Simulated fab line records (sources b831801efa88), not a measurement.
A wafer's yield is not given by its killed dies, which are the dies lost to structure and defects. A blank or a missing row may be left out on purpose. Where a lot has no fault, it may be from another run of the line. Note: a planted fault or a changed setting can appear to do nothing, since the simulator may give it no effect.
Split-lot study | flow sky130 | on a route of 708 steps: 5 lots, 23 wafers read

== THE SPLIT ITSELF ==
At SKY_METAL4_METAL_ETCH_18 (etches the open film in Cl2/BCl3, stops on SiO2, target depth 845 nm, time 183.1 s), the setting icp_w was moved away from the recipe's 900 W on 9 of the 23 wafers read, by -10.5% to +9.0%. All remaining wafers had this setting at the recipe value.

The reading is taken at the split's own step.

== THE READING ==
KrF-thick_of_METAL4_COAT_08.thk_nm (the simulator's own value, which no gauge read), in nm, at SKY_METAL4_METAL_ETCH_18 (etches the open film in Cl2/BCl3, stops on SiO2, target depth 845 nm, time 183.1 s). The file does not state a usual value for it. Average 525.3 nm, standard deviation 7.3 nm, over the 14 wafers here run with the recipe.

wafer  | tool, chamber at the split | icp_w as run, W | against the recipe | KrF-thick_of_METAL4_COAT_08.thk_nm, nm | against lot-mates on the recipe
L078.2 | rie_metal-02, 1            | 900             | recipe             | 524.9                                  | -
L078.4 | rie_metal-02, 0            | 900             | recipe             | 530.7                                  | -
L078.6 | rie_metal-02, 1            | 900             | recipe             | 517.4                                  | -
L079.1 | rie_metal-04, 1            | 979.7           | +8.9%              | 489.5                                  | -44.3
L079.2 | rie_metal-04, 0            | 979.7           | +8.9%              | 490.9                                  | -42.9
L079.3 | rie_metal-04, 0            | 979.7           | +8.9%              | 488.6                                  | -45.2
L079.5 | rie_metal-04, 1            | 900             | recipe             | 532.3                                  | -
L079.6 | rie_metal-04, 0            | 900             | recipe             | 535.4                                  | -
L081.1 | rie_metal-01, 0            | 805.6           | -10.5%             | 579.2                                  | +57.1
L081.2 | rie_metal-01, 1            | 805.6           | -10.5%             | 570.2                                  | +48.1
L081.3 | rie_metal-01, 1            | 900             | recipe             | 514.4                                  | -
L081.5 | rie_metal-01, 1            | 805.6           | -10.5%             | 565.9                                  | +43.8
L081.6 | rie_metal-01, 0            | 900             | recipe             | 529.8                                  | -
L082.1 | rie_metal-01, 1            | 900             | recipe             | 517.9                                  | -
L082.3 | rie_metal-01, 1            | 900             | recipe             | 516.2                                  | -
L082.4 | rie_metal-01, 0            | 900             | recipe             | 528.3                                  | -
L082.5 | rie_metal-01, 1            | 900             | recipe             | 514.3                                  | -
L082.6 | rie_metal-01, 0            | 900             | recipe             | 530.7                                  | -
L084.1 | rie_metal-04, 1            | 980.9           | +9.0%              | 485.8                                  | -45.4
L084.2 | rie_metal-04, 0            | 900             | recipe             | 533.2                                  | -
L084.3 | rie_metal-04, 1            | 980.9           | +9.0%              | 493.9                                  | -37.3
L084.5 | rie_metal-04, 0            | 980.9           | +9.0%              | 494.1                                  | -37.1
L084.6 | rie_metal-04, 1            | 900             | recipe             | 529.2                                  | -

FIT RESULTS
A straight line over all 23 wafers: KrF-thick_of_METAL4_COAT_08.thk_nm changes by -4.15 nm for each +1% of icp_w; r = -0.97; the points scatter about the line by 6.7 nm.
The same after taking each lot's own level away (the mean of its wafers on the recipe; 23 wafers): -4.72 nm for each +1%; r = -0.98; scatter 5.4 nm.
According to that fit, moving icp_w by its largest amount changes the reading by 50 nm.
From 521.48 to 533.85 nm: that is the span of the lots' own levels, equal to 1.7 times the standard deviation above.
So the lot-to-lot level changes the slope: the two fits differ.
Check: with one of the wafers moved furthest among these (-10.5%) left out of the fit, the line predicts +47.6 nm for it against its lot-mates. Against them it came out at +57.1 nm.

== THE WHOLE CHAIN: every reading that the file lists as answering this split, in the file's order ==
step                     | what it does                                                                       | reading                                                                             | change (the file's fit)              | r (the file's)
SKY_METAL4_METAL_ETCH_18 | etches the open film in Cl2/BCl3, stops on SiO2, target depth 845 nm, time 183.1 s | KrF-thick_of_METAL4_COAT_08.thk_nm (the simulator's own value, which no gauge read) | -4.72 nm for each +1% of the setting | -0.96
SKY_METAL4_STRIP_19      | strips in O2/N2                                                                    | strip_time_to_endpoint_s                                                            | withheld for each +1% of the setting | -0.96

== FILE'S OWN FIT ==
KrF-thick_of_METAL4_COAT_08.thk_nm changes by -4.72 nm for each +1% of icp_w, r = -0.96.
